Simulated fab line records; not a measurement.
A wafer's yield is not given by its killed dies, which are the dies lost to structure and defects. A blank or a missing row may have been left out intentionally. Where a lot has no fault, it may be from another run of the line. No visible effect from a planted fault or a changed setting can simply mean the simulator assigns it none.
fab line records | flow gf180mcu
[record] lots = 6 | wafers = 18 | last_day = 33
route steps=602 shown M5@538 V5@540 PASSIVATION@602
lots untouched by any fault: they come from a run of this same line in which no faults occurred
start_h: hours from the record's first day to the start of the lot's first wafer shown | wait_h: hours from the lot's prior step to this one | " unchanged from the row above | L1.1+2: one row covering several wafers at once | - either no value or no given start | * or withheld: withheld | < > ~ a bound
route shown NAME@n: a module of which the file shows steps, and the number in the route of the first | usual: mean and standard deviation over wafers with no fault | same: alike in all rows | chamber/n: place in a boat | sites: per-site readings | _std_site: their standard deviation | _edge_site: outer sites' mean less inner sites' | radius_mm: how far each site lies from the wafer's centre | mask NAME#n: copy n | behind: the tool/chamber that last shaped the wafer | hold: what put the lot on hold/how long, in hours/how the hold closed | device: which transistor (n, p or np) failed to switch | end of line: tests of these same wafers at the route's end | a step with no rows: only its recipe | killed: the dies lost at the first sort to structure and to defects; this is not the yield of the wafer | map: a wafer's dies, marking killed ones x, the rest . and places with no die _
set.NAME: setting as actually run; set.NAME@STEP: the setting as run at that earlier step | model.NAME: the simulator's own value behind a step, which no gauge read
certain route steps with their lots: each step a table, each wafer a row
services: when a tool's chamber went out of use (start_h, in hours from the record's first day, below 0 if earlier), for how many hours, and the reason
[[steps]]
[step GF_M5_STRIP_12]
[recipe] chemistry = post_etch_residue_remover | time_s = 1200 | temp_c = 72.5
[step GF_M5_CLEAN_13]
[recipe] chemistry = DIW | dry = n2_spin
[step GF_V5_CVD_00]
[recipe] material = SiO2 | target_thk_nm = 300 | sigma_open_frac = 0.3 | temp_c = 400 | time_s = 50 | sih4_flow_sccm = 60 | pressure_mtorr = 6
[step GF_V5_THK_MEAS_01]
[recipe] reads = SiO2_of_V5_CVD_00
[usual] V5_CVD_00_THK = 300/3.6
lot.wafer | tool          | chamber | start_h | wait_h | V5_CVD_00_THK[nm]
L160.2    | film_metro-04 | -       | 640.13  | 0.0    | 298
L160.4    | "             | -       | "       | "      | 297
L160.5    | "             | -       | "       | "      | 299
L165.2    | film_metro-01 | -       | 676.78  | 0.0    | 300
L165.4    | "             | -       | "       | "      | 295
L165.5    | "             | -       | "       | "      | 301
L166.2    | film_metro-02 | -       | 687.32  | 0.0    | 305
L166.3    | "             | -       | "       | "      | 303
L166.4    | "             | -       | "       | "      | 301
L168.3    | film_metro-04 | -       | 696.56  | 0.0    | 304
L168.5    | "             | -       | "       | "      | 301
L168.6    | "             | -       | "       | "      | 302
L175.1    | film_metro-01 | -       | 736.74  | 0.0    | 299
L175.2    | "             | -       | "       | "      | 297
L175.4    | "             | -       | "       | "      | 298
L176.3    | film_metro-04 | -       | 744.55  | 0.0    | 296
L176.4    | "             | -       | "       | "      | 299
L176.6    | "             | -       | "       | "      | 297
[step GF_V5_CVD_02]
[recipe] material = SiO2 | target_thk_nm = 1450 | precursor = TEOS | temp_c = 400 | time_s = 163.28 | rf_w = 600
[usual] heater_power_w = 628/90 | rf_fwd_power_W = 597.5/1.9
lot.wafer | tool     | chamber | start_h | wait_h | heater_power_w | rf_fwd_power_W
L160.2    | pecvd-02 | 2       | 640.18  | 0.0    | 624            | 600.9
L160.4    | "        | 0       | "       | "      | 681            | 592.8
L160.5    | "        | 2       | "       | "      | 516            | 602.0
L165.2    | pecvd-02 | 1       | 676.83  | 0.0    | 767            | 597.1
L165.4    | "        | 1       | "       | "      | 818            | 594.7
L165.5    | "        | 0       | "       | "      | 562            | 598.5
L166.2    | pecvd-03 | 0       | 687.37  | 0.0    | 498            | 596.4
L166.3    | "        | 2       | "       | "      | 545            | 599.2
L166.4    | "        | 0       | "       | "      | 600            | 596.9
L168.3    | pecvd-01 | 0       | 696.60  | 0.0    | 639            | 593.3
L168.5    | "        | 1       | "       | "      | 588            | 599.3
L168.6    | "        | 2       | "       | "      | 605            | 596.9
L175.1    | pecvd-01 | 0       | 736.80  | 0.1    | 710            | 594.2
L175.2    | "        | 1       | "       | "      | 551            | 598.0
L175.4    | "        | 0       | "       | "      | 575            | 595.3
L176.3    | pecvd-02 | 2       | 744.59  | 0.0    | 649            | 598.0
L176.4    | "        | 1       | "       | "      | 662            | 595.8
L176.6    | "        | 0       | "       | "      | 554            | 597.3
[step GF_V5_THK_MEAS_03]
[recipe] reads = SiO2_of_V5_CVD_02
[usual] V5_CVD_02_THK = 1445/18
lot.wafer | tool          | chamber | start_h | wait_h | V5_CVD_02_THK[nm]
L160.2    | film_metro-02 | -       | 640.30  | 0.1    | 1428
L160.4    | "             | -       | "       | "      | 1507
L160.5    | "             | -       | "       | "      | 1479
L165.2    | film_metro-02 | -       | 676.95  | 0.1    | 1412
L165.4    | "             | -       | "       | "      | 1431
L165.5    | "             | -       | "       | "      | 1477
L166.2    | film_metro-01 | -       | 687.48  | 0.1    | 1444
L166.3    | "             | -       | "       | "      | 1435
L166.4    | "             | -       | "       | "      | 1454
L168.3    | film_metro-01 | -       | 696.73  | 0.1    | 1428
L168.5    | "             | -       | "       | "      | 1458
L168.6    | "             | -       | "       | "      | 1451
L175.1    | film_metro-02 | -       | 736.90  | 0.1    | 1439
L175.2    | "             | -       | "       | "      | 1444
L175.4    | "             | -       | "       | "      | 1463
L176.3    | film_metro-01 | -       | 744.72  | 0.1    | 1441
L176.4    | "             | -       | "       | "      | 1443
L176.6    | "             | -       | "       | "      | 1452
[step GF_V5_CMP_04]
[recipe] material = SiO2 | down_force_psi = 4 | platen_rpm = 60 | pad_velocity_m_s = 0.94248
[usual] motor_current_A = 12.1/1.1
lot.wafer | tool   | chamber | start_h | wait_h | motor_current_A
L160.4    | cmp-02 | 0       | 640.45  | 0.1    | 10.7
L160.2    | "      | 1       | "       | "      | 12.9
L160.5    | "      | 3       | "       | "      | 12.1
L165.4    | cmp-01 | 2       | 677.05  | 0.1    | 12.1
L165.2    | "      | 0       | "       | "      | 14.0
L165.5    | "      | 1       | "       | "      | 11.3
L166.3    | cmp-01 | 3       | 687.72  | 0.2    | 11.1
L166.4    | "      | 0       | "       | "      | 14.2
L166.2    | "      | 1       | "       | "      | 11.4
L168.3    | cmp-02 | 0       | 696.87  | 0.1    | 9.8
L168.5    | "      | 2       | "       | "      | 12.7
L168.6    | "      | 3       | "       | "      | 12.8
L175.2    | cmp-01 | 1       | 736.96  | 0.0    | 11.3
L175.4    | "      | 3       | "       | "      | 10.8
L175.1    | "      | 0       | "       | "      | 13.7
L176.3    | cmp-02 | 2       | 745.31  | 0.6    | 12.5
L176.4    | "      | 0       | "       | "      | 10.5
L176.6    | "      | 3       | "       | "      | 11.5
[step GF_V5_BOW_MEAS_05]
[recipe] mode = bow
[usual] V5_BOW = 135/10
lot.wafer | tool          | chamber | start_h | wait_h | V5_BOW[um]
L160.2    | film_metro-02 | -       | 640.67  | 0.1    | 144
L160.4    | "             | -       | "       | "      | 149
L160.5    | "             | -       | "       | "      | 138
L165.2    | film_metro-02 | -       | 677.32  | 0.1    | 141
L165.4    | "             | -       | "       | "      | 136
L165.5    | "             | -       | "       | "      | 142
L166.2    | film_metro-04 | -       | 687.99  | 0.1    | 121
L166.3    | "             | -       | "       | "      | 134
L166.4    | "             | -       | "       | "      | 133
L168.3    | film_metro-01 | -       | 697.11  | 0.2    | 127
L168.5    | "             | -       | "       | "      | 132
L168.6    | "             | -       | "       | "      | 139
L175.1    | film_metro-04 | -       | 737.26  | 0.1    | 126
L175.2    | "             | -       | "       | "      | 114
L175.4    | "             | -       | "       | "      | 118
L176.3    | film_metro-02 | -       | 745.65  | 0.3    | 141
L176.4    | "             | -       | "       | "      | 142
L176.6    | "             | -       | "       | "      | 144
[step GF_V5_DEHYDRATE_06]
[recipe] temp_c = 200 | time_s = 60
[step GF_V5_HMDS_07]
[recipe] prime_time_s = 60 | prime_temp_c = 120
[step GF_V5_COAT_08]
[recipe] resist = BARC | temp_c = withheld | time_s = withheld | spin_rpm = withheld | resist_thk_nm = withheld
[step GF_V5_COAT_09]
[recipe] resist = KrF | spin_rpm = withheld | resist_thk_nm = 1000
[step GF_V5_SOFTBAKE_10]
[recipe] temp_c = 130 | time_s = 60 | resist = KrF
[usual] heater_power_total_W = 93.06/0.063 | plate_temp_C = 130.03/0.13
lot.wafer | tool           | chamber | start_h | wait_h | heater_power_total_W | plate_temp_C | model.KrF_of_V5_COAT_09.thk_nm
L160.2    | litho_track-04 | 0       | 650     | -      | 93.03                | 129.97       | 999.5
L160.4    | "              | 0       | "       | "      | 93.07                | 130.05       | 1002
L160.5    | "              | 0       | "       | "      | 93.08                | 129.93       | 998.7
L165.2    | litho_track-02 | 0       | 686     | -      | 93.02                | 129.93       | 996.1
L165.4    | "              | 0       | "       | "      | 93.12                | 130.10       | 1000
L165.5    | "              | 0       | "       | "      | 93.11                | 129.94       | 998.9
L166.2    | litho_track-04 | 0       | 697     | -      | 101.95               | 139.56       | 988.5
L166.3    | "              | 0       | "       | "      | 102.01               | 139.48       | 989.3
L166.4    | "              | 0       | "       | "      | 102.04               | 139.58       | 990.3
L168.3    | litho_track-04 | 0       | 705     | -      | 102.17               | 139.65       | 988.1
L168.5    | "              | 0       | "       | "      | 102.13               | 139.72       | 989.5
L168.6    | "              | 0       | "       | "      | 102.07               | 139.72       | 991.2
L175.1    | litho_track-01 | 0       | 745     | -      | 93.00                | 130.07       | 1000
L175.2    | "              | 0       | "       | "      | 92.96                | 130.02       | 1002
L175.4    | "              | 0       | "       | "      | 92.99                | 130.09       | 1000
L176.3    | litho_track-02 | 0       | 754     | -      | 93.11                | 129.92       | 997.8
L176.4    | "              | 0       | "       | "      | 93.02                | 129.91       | 997.5
L176.6    | "              | 0       | "       | "      | 93.11                | 129.80       | 997.5
[step GF_V5_EXPOSE_11]
[recipe] mask_id = Via5 | target_cd_nm = 260 | na = 0.68 | source_shape = conventional | sigma_outer = 0.6 | dose_mj = 38
[step GF_V5_PEB_12]
[recipe] peb_temp_c = 135 | peb_time_s = 90 | resist = KrF
[step GF_V5_DEVELOP_13]
[recipe] develop_time_s = 60 | resist = KrF | dev_temp_c = 21
lot.wafer | tool           | chamber | start_h | wait_h | model.KrF_of_V5_COAT_09.thk_nm
L160.2    | litho_track-04 | 0       | 660.24  | 0.2    | 984.5
L160.4    | "              | 0       | "       | "      | 987.5
L160.5    | "              | 0       | "       | "      | 983.8
L165.2    | litho_track-04 | 0       | 695.89  | 0.2    | 981.2
L165.4    | "              | 0       | "       | "      | 985.3
L165.5    | "              | 0       | "       | "      | 983.9
L166.2    | litho_track-01 | 0       | 706.34  | 0.2    | 973.7
L166.3    | "              | 0       | "       | "      | 974.5
L166.4    | "              | 0       | "       | "      | 975.6
L168.3    | litho_track-02 | 0       | 714.21  | 0.1    | 973.4
L168.5    | "              | 0       | "       | "      | 974.7
L168.6    | "              | 0       | "       | "      | 976.4
L175.1    | litho_track-04 | 0       | 754.11  | 0.2    | 985.3
L175.2    | "              | 0       | "       | "      | 987.5
L175.4    | "              | 0       | "       | "      | 985.4
L176.3    | litho_track-04 | 0       | 762.51  | 0.1    | 982.8
L176.4+6  | "              | 0       | "       | "      | 982.6
[step GF_V5_CD_MEAS_14]
[recipe] target_cd_nm = 260
[usual] cd_nm = 260.0/1.1
lot.wafer | tool      | chamber | start_h | wait_h | cd_nm
L160.2    | cd_sem-01 | -       | 660.39  | 0.1    | 259.4
L160.4    | "         | -       | "       | "      | 259.1
L160.5    | "         | -       | "       | "      | 259.7
L165.2    | cd_sem-01 | -       | 696.04  | 0.1    | 259.4
L165.4    | "         | -       | "       | "      | 258.3
L165.5    | "         | -       | "       | "      | 258.0
L166.2    | cd_sem-02 | -       | 706.48  | 0.1    | 292.8
L166.3    | "         | -       | "       | "      | 293.2
L166.4    | "         | -       | "       | "      | 293.0
L168.3    | cd_sem-01 | -       | 714.35  | 0.1    | 292.6
L168.5    | "         | -       | "       | "      | 293.5
L168.6    | "         | -       | "       | "      | 292.8
L175.1    | cd_sem-02 | -       | 754.26  | 0.1    | 259.7
L175.2    | "         | -       | "       | "      | 260.9
L175.4    | "         | -       | "       | "      | 259.1
L176.3    | cd_sem-02 | -       | 762.65  | 0.1    | 261.4
L176.4    | "         | -       | "       | "      | 260.8
L176.6    | "         | -       | "       | "      | 262.0
[step GF_V5_OVL_MEAS_15]
[usual] V5_OVL = -3/5.5
lot.wafer | tool       | chamber | start_h | wait_h | V5_OVL[nm]
L160.2    | overlay-02 | -       | 660.49  | 0.1    | -6
L160.4    | "          | -       | "       | "      | -2
L160.5    | "          | -       | "       | "      | -3
L165.2    | overlay-02 | -       | 696.14  | 0.1    | -3
L165.4    | "          | -       | "       | "      | 0
L165.5    | "          | -       | "       | "      | 2
L166.2    | overlay-01 | -       | 706.59  | 0.1    | -2
L166.3    | "          | -       | "       | "      | -6
L166.4    | "          | -       | "       | "      | -3
L168.3    | overlay-02 | -       | 714.44  | 0.1    | 7
L168.5    | "          | -       | "       | "      | -8
L168.6    | "          | -       | "       | "      | 1
L175.1    | overlay-02 | -       | 754.38  | 0.1    | -3
L175.2    | "          | -       | "       | "      | -1
L175.4    | "          | -       | "       | "      | -6
L176.3    | overlay-01 | -       | 762.75  | 0.1    | -5
L176.4    | "          | -       | "       | "      | -1
L176.6    | "          | -       | "       | "      | -10
[step GF_V5_ETCH_16]
[recipe] chemistry = N2/H2 | target_depth_a = withheld | overetch_a = withheld | time_s = withheld | target = BARC | ion_energy_ev = 200 | source_w = 500 | bias_w = 100 | pressure_mtorr = 30 | n2_flow_sccm = 100 | h2_flow_sccm = 200
[usual] drypump_motor_current_A = 5.7/0.44 | oes_product_au = 0.855/0.0049 | rf_fwd_power_W = 495.0/2.4 | throttle_valve_pct = 13.225/0.0096
lot.wafer | tool        | chamber | start_h | wait_h | drypump_motor_current_A | oes_product_au | rf_fwd_power_W | throttle_valve_pct | model.V5.cd_nm
L160.2    | rie_diel-04 | 3       | 660.52  | 0.0    | 5.2                     | 0.848          | 496.2          | 13.223             | 260.7
L160.4    | "           | 0       | "       | "      | 5.2                     | 0.855          | 493.5          | 13.224             | 258.7
L160.5    | "           | 3       | "       | "      | 5.2                     | 0.857          | 495.1          | 13.221             | 260
L165.2    | rie_diel-02 | 1       | 696.17  | 0.0    | 6.4                     | 0.853          | 495.8          | 13.236             | 259.4
L165.4    | "           | 0       | "       | "      | 5.7                     | 0.854          | 492.3          | 13.228             | 257.2
L165.5    | "           | 3       | "       | "      | 5.8                     | 0.852          | 495.6          | 13.235             | 257.1
L166.2    | rie_diel-03 | 2       | 706.62  | 0.0    | 6.4                     | 0.853          | 494.9          | 13.212             | 292.6
L166.3    | "           | 3       | "       | "      | 5.7                     | 0.846          | 494.2          | 13.213             | 293
L166.4    | "           | 2       | "       | "      | 6.4                     | 0.861          | 494.4          | 13.231             | 292.5
L168.3    | rie_diel-02 | 1       | 714.47  | 0.0    | 6.4                     | 0.861          | 494.9          | 13.219             | 293
L168.5    | "           | 2       | "       | "      | 6.0                     | 0.860          | 495.6          | 13.225             | 293.3
L168.6    | "           | 3       | "       | "      | 5.8                     | 0.849          | 496.8          | 13.205             | 292.7
L175.1    | rie_diel-04 | 3       | 754.42  | 0.0    | 5.2                     | 0.862          | 495.9          | 13.227             | 260.1
L175.2    | "           | 2       | "       | "      | 4.8                     | 0.851          | 494.5          | 13.222             | 259.8
L175.4    | "           | 1       | "       | "      | 6.2                     | 0.867          | 499.1          | 13.255             | 258.8
L176.3    | rie_diel-03 | 0       | 762.77  | 0.0    | 5.3                     | 0.853          | 498.2          | 13.221             | 260.1
L176.4    | "           | 1       | "       | "      | 5.6                     | 0.855          | 494.0          | 13.232             | 261.3
L176.6    | "           | 3       | "       | "      | 5.7                     | 0.854          | 489.6          | 13.243             | 262
[step GF_V5_ETCH_17]
[recipe] chemistry = C4F8/O2/Ar | mask_material = KrF | target = SiO2 | stop_on = TiN | source_w = 1500 | bias_w = 1200 | pressure_mtorr = 40 | c4f8_flow_sccm = withheld | O2_flow_sccm = 6 | Ar_flow_sccm = 300 | time_s = withheld | target_depth_a = 8550
[usual] oes_product_au = 0.859/0.0043 | rf_fwd_power_W = 1494/4.9
lot.wafer | tool        | chamber | start_h | wait_h | oes_product_au | rf_fwd_power_W | model.V5.cd_nm
L160.2    | rie_diel-04 | 3       | -       | -      | 0.864          | 1498           | 260.7
L160.4    | "           | 0       | "       | "      | 0.860          | 1494           | 258.2
L160.5    | "           | 3       | "       | "      | 0.862          | 1493           | 259.8
L165.2    | rie_diel-02 | 1       | -       | -      | 0.861          | 1496           | 260.9
L165.4    | "           | 0       | "       | "      | 0.856          | 1483           | 258
L165.5    | "           | 3       | "       | "      | 0.853          | 1485           | 257.8
L166.2    | rie_diel-03 | 2       | -       | -      | 0.865          | 1495           | 292.8
L166.3    | "           | 3       | "       | "      | 0.855          | 1495           | 293.8
L166.4    | "           | 2       | "       | "      | 0.854          | 1493           | 293.1
L168.3    | rie_diel-02 | 1       | -       | -      | 0.861          | 1496           | 294.1
L168.5    | "           | 2       | "       | "      | 0.851          | 1500           | 293.2
L168.6    | "           | 3       | "       | "      | 0.855          | 1499           | 292.6
L175.1    | rie_diel-04 | 3       | -       | -      | 0.859          | 1497           | 260.3
L175.2    | "           | 2       | "       | "      | 0.854          | 1499           | 258.3
L175.4    | "           | 1       | "       | "      | 0.859          | 1506           | 257.6
L176.3    | rie_diel-03 | 0       | -       | -      | 0.854          | 1497           | 259.9
L176.4    | "           | 1       | "       | "      | 0.867          | 1490           | 262.6
L176.6    | "           | 3       | "       | "      | 0.862          | 1489           | 262.8
[step GF_V5_STRIP_18]
[recipe] chemistry = O2/N2 | power_w = 1400 | pressure_mtorr = 1500 | platen_temp_c = 250 | o2_flow_sccm = 3000 | n2_flow_sccm = 300 | overash_fraction = 0.5
[usual] drypump_motor_current_A = 5.5/0.43 | heater_power_w = 346/45 | oes_product_au = 0.568/0.006
[same] overash_fraction = 0.5
lot.wafer | tool            | chamber | start_h | wait_h | drypump_motor_current_A | heater_power_w | oes_product_au | rf_hours_counter_h
L160.2    | plasma_asher-04 | 0       | 660.67  | -      | 5.6                     | 398            | 0.565          | 87
L160.4    | "               | 0       | "       | "      | 5.5                     | 386            | 0.568          | -
L160.5    | "               | 0       | "       | "      | 5.5                     | 397            | 0.568          | -
L165.2    | plasma_asher-01 | 0       | 696.32  | -      | 5.9                     | 332            | 0.562          | 29
L165.4    | "               | 1       | "       | "      | 6.0                     | 298            | 0.570          | -
L165.5    | "               | 0       | "       | "      | 5.9                     | 340            | 0.565          | -
L166.2    | plasma_asher-03 | 1       | 706.77  | -      | 5.4                     | 319            | 0.563          | 59
L166.3    | "               | 1       | "       | "      | 5.3                     | 335            | 0.568          | -
L166.4    | "               | 0       | "       | "      | 5.0                     | 435            | 0.558          | -
L168.3    | plasma_asher-04 | 0       | 714.65  | -      | 5.5                     | 391            | 0.557          | -
L168.5    | "               | 0       | "       | "      | 5.5                     | 388            | 0.560          | -
L168.6    | "               | 1       | "       | "      | 4.9                     | 340            | 0.557          | -
L175.1    | plasma_asher-04 | 0       | 754.57  | -      | 5.5                     | 395            | 0.568          | 95
L175.2    | "               | 1       | "       | "      | 4.9                     | 330            | 0.578          | 95
L175.4    | "               | 1       | "       | "      | 4.9                     | 322            | 0.564          | -
L176.3    | plasma_asher-01 | 1       | 762.96  | -      | 6.0                     | 297            | 0.576          | -
L176.4    | "               | 0       | "       | "      | 5.9                     | 330            | 0.574          | -
L176.6    | "               | 1       | "       | "      | 6.0                     | 296            | 0.566          | -
[step GF_PASSIVATION_PROBE_99]
lot.wafer | tool      | chamber | start_h | wait_h | model.etest.via5_chain.rc_ohm
L160.2    | prober-01 | -       | 704.55  | 0.1    | 7.115
L160.4    | prober-01 | -       | 704.65  | 0.2    | 6.711
L160.5    | prober-01 | -       | 704.70  | 0.2    | 7.287
L165.2    | prober-02 | -       | 737.23  | 0.1    | 7.337
L165.4    | prober-02 | -       | 737.33  | 0.2    | 7.417
L165.5    | prober-02 | -       | 737.38  | 0.2    | 6.95
L166.2    | prober-02 | -       | 746.63  | 0.1    | 5.426
L166.3    | prober-02 | -       | 746.68  | 0.2    | 5.235
L166.4    | prober-02 | -       | 746.73  | 0.2    | 5.518
L168.3    | prober-02 | -       | 755.72  | 0.2    | 5.331
L168.5    | prober-02 | -       | 755.82  | 0.2    | 5.744
L168.6    | prober-02 | -       | 755.87  | 0.2    | 5.316
L175.1    | prober-01 | -       | 790.22  | 0.1    | 6.81
L175.2    | prober-01 | -       | 790.27  | 0.1    | 6.885
L175.4    | prober-01 | -       | 790.37  | 0.2    | 7.106
L176.3    | prober-02 | -       | 798.72  | 0.2    | 6.954
L176.4    | prober-02 | -       | 798.77  | 0.2    | 6.628
L176.6    | prober-02 | -       | 798.87  | 0.2    | 6.809
// killed by level:class
L160.2 V4:geometric_particle:open=7 CONTACT:geometric_particle:open=5 V3:geometric_particle:open=5 V4:geometric_particle:short=5 STI:geometric_particle:open=4 V1:geometric_particle:open=4 V3:geometric_particle:short=2 M4:geometric_particle:open=2
L160.4 M1:geometric_particle:short=7 STI:geometric_particle:short=4 STI:geometric_particle:open=3 CONTACT:geometric_particle:open=3 V1:geometric_particle:open=3 V1:geometric_particle:short=3 V3:geometric_particle:open=3 V3:geometric_particle:short=3
L160.5 V4:geometric_particle:open=6 M4:geometric_particle:short=5 V3:geometric_particle:open=5 V1:geometric_particle:open=3 V2:geometric_particle:open=3 V4:geometric_particle:short=3 V5:geometric_particle:open=3 STI:geometric_particle:short=2
L165.2 V4:geometric_particle:open=6 CONTACT:geometric_particle:open=5 V3:geometric_particle:open=4 STI:geometric_particle:open=3 STI:geometric_particle:short=3 V2:geometric_particle:open=3 V5:geometric_particle:open=3 POLY_GATE:geometric_particle:open=2
L165.4 STI:geometric_particle:open=5 CONTACT:geometric_particle:open=5 V2:geometric_particle:open=5 V3:geometric_particle:open=5 V4:geometric_particle:short=4 V5:geometric_particle:short=4 CONTACT:geometric_particle:short=3 V4:geometric_particle:open=3
L165.5 V1:geometric_particle:open=4 STI:geometric_particle:open=3 STI:geometric_particle:short=3 CONTACT:geometric_particle:open=3 M1:geometric_particle:short=3 V3:geometric_particle:open=3 V3:geometric_particle:short=3 V5:geometric_particle:short=3
L175.1 V3:geometric_particle:open=6 V4:geometric_particle:open=5 CONTACT:geometric_particle:open=4 V5:geometric_particle:open=4 STI:geometric_particle:short=3 M2:geometric_particle:open=3 M1:geometric_particle:short=3 V1:geometric_particle:open=3
L175.2 M3:geometric_particle:short=5 M2:geometric_particle:short=4 V5:geometric_particle:open=4 CONTACT:geometric_particle:open=3 M1:geometric_particle:open=3 V2:geometric_particle:short=3 V2:geometric_particle:open=3 M4:geometric_particle:short=3
L175.4 CONTACT:geometric_particle:open=8 V2:geometric_particle:open=6 V4:geometric_particle:open=5 V1:geometric_particle:open=4 V3:geometric_particle:open=3 V3:geometric_particle:short=3 STI:geometric_particle:short=2 CONTACT:geometric_particle:short=2
L176.3 CONTACT:geometric_particle:open=7 STI:geometric_particle:short=6 M1:geometric_particle:short=5 V3:geometric_particle:open=4 V5:geometric_particle:short=4 STI:geometric_particle:open=3 V1:geometric_particle:open=3 V5:geometric_particle:open=3
L176.4 STI:geometric_particle:short=5 CONTACT:geometric_particle:open=5 V4:geometric_particle:open=4 CONTACT:geometric_particle:short=3 V3:geometric_particle:open=3 V1:geometric_particle:short=2 M2:geometric_particle:short=2 M4:geometric_particle:open=2
L176.6 V1:geometric_particle:open=7 V5:geometric_particle:open=5 STI:geometric_particle:open=4 V4:geometric_particle:open=4 STI:geometric_particle:short=3 V3:geometric_particle:open=3 CONTACT:geometric_particle:open=3 POLY_GATE:geometric_particle:open=2
[[services]]
tool            | chamber | start_h | hours | kind
rie_diel-03     | 1       | 627.73  | 3.6   | repair
rie_diel-04     | 0       | 630.93  | 14.2  | repair
cmp-01          | -       | 633.03  | 0.3   | repair
cmp-02          | -       | 646.47  | 0.2   | repair
cmp-02          | -       | 667.63  | 0.9   | repair
plasma_asher-04 | -       | 669.65  | 14.6  | pm
cmp-01          | -       | 680.13  | 4.7   | pm
plasma_asher-01 | -       | 687.12  | 4.0   | repair
rie_diel-04     | 3       | 696.21  | 1.4   | repair
rie_diel-03     | 0       | 699.52  | 9.2   | repair
cmp-01          | -       | 706.39  | 4.6   | pm
cmp-02          | -       | 727.98  | 9.8   | repair
rie_diel-02     | 1       | 741.19  | 8.0   | repair
cmp-01          | -       | 741.48  | 15.9  | pm
litho_track-04  | -       | 742.56  | -     | consumable_replace:filter
cmp-01          | -       | 757.40  | 4.0   | pm
pecvd-03        | -       | 760.97  | 3.5   | repair
cmp-01          | -       | 761.40  | -     | consumable_replace:conditioner
cmp-01          | -       | 761.40  | -     | consumable_replace:pad
pecvd-01        | 1       | 761.75  | 4.9   | repair
[[key]]
[first_sign] step = GF_V5_SOFTBAKE_10 | reading = heater_power_total_W | direction = up | sigmas = 99+ | usual = 93.06 | struck = 102.06
[effect] step = GF_V5_SOFTBAKE_10 | reading = plate_temp_C | direction = up | sigmas = 72 | usual = * | struck = *
[effect] step = GF_V5_CD_MEAS_14 | reading = cd_nm | direction = up | sigmas = 29 | usual = 260.0 | struck = 293.0
[model_effect] step = GF_V5_SOFTBAKE_10 | value = KrF_of_V5_COAT_09.thk_nm | without = 1001 | struck = 989.5
[model_effect] step = GF_V5_DEVELOP_13 | value = KrF_of_V5_COAT_09.thk_nm | without = 985.8 | struck = 974.7
[model_effect] step = GF_V5_ETCH_16 | value = V5.cd_nm | without = 259.5 | struck = 292.8
[model_effect] step = GF_V5_ETCH_17 | value = V5.cd_nm | without = 260 | struck = 293.3
[model_effect] step = GF_PASSIVATION_PROBE_99 | value = etest.via5_chain.rc_ohm | without = 6.836 | struck = 5.428
met_at GF_V5_SOFTBAKE_10
struck_wafers L166.2,L166.3,L166.4,L168.3,L168.5,L168.6
sort_left_out L166.2,L166.3,L166.4,L168.3,L168.5,L168.6
onset_between 650 697
[fault] kind = process_parameter_drift | tool = litho_track-04 | chamber = - | onset_h = 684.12 | steps = GF_V5_SOFTBAKE_10 | channel = temp_c | offset = * | shape = step | end_h = 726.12 | acts_in = * | stated = *
// sort_left_out: the simulated sort isn't trusted on such a fault, so these wafers' sort isn't shown, and their yield isn't known
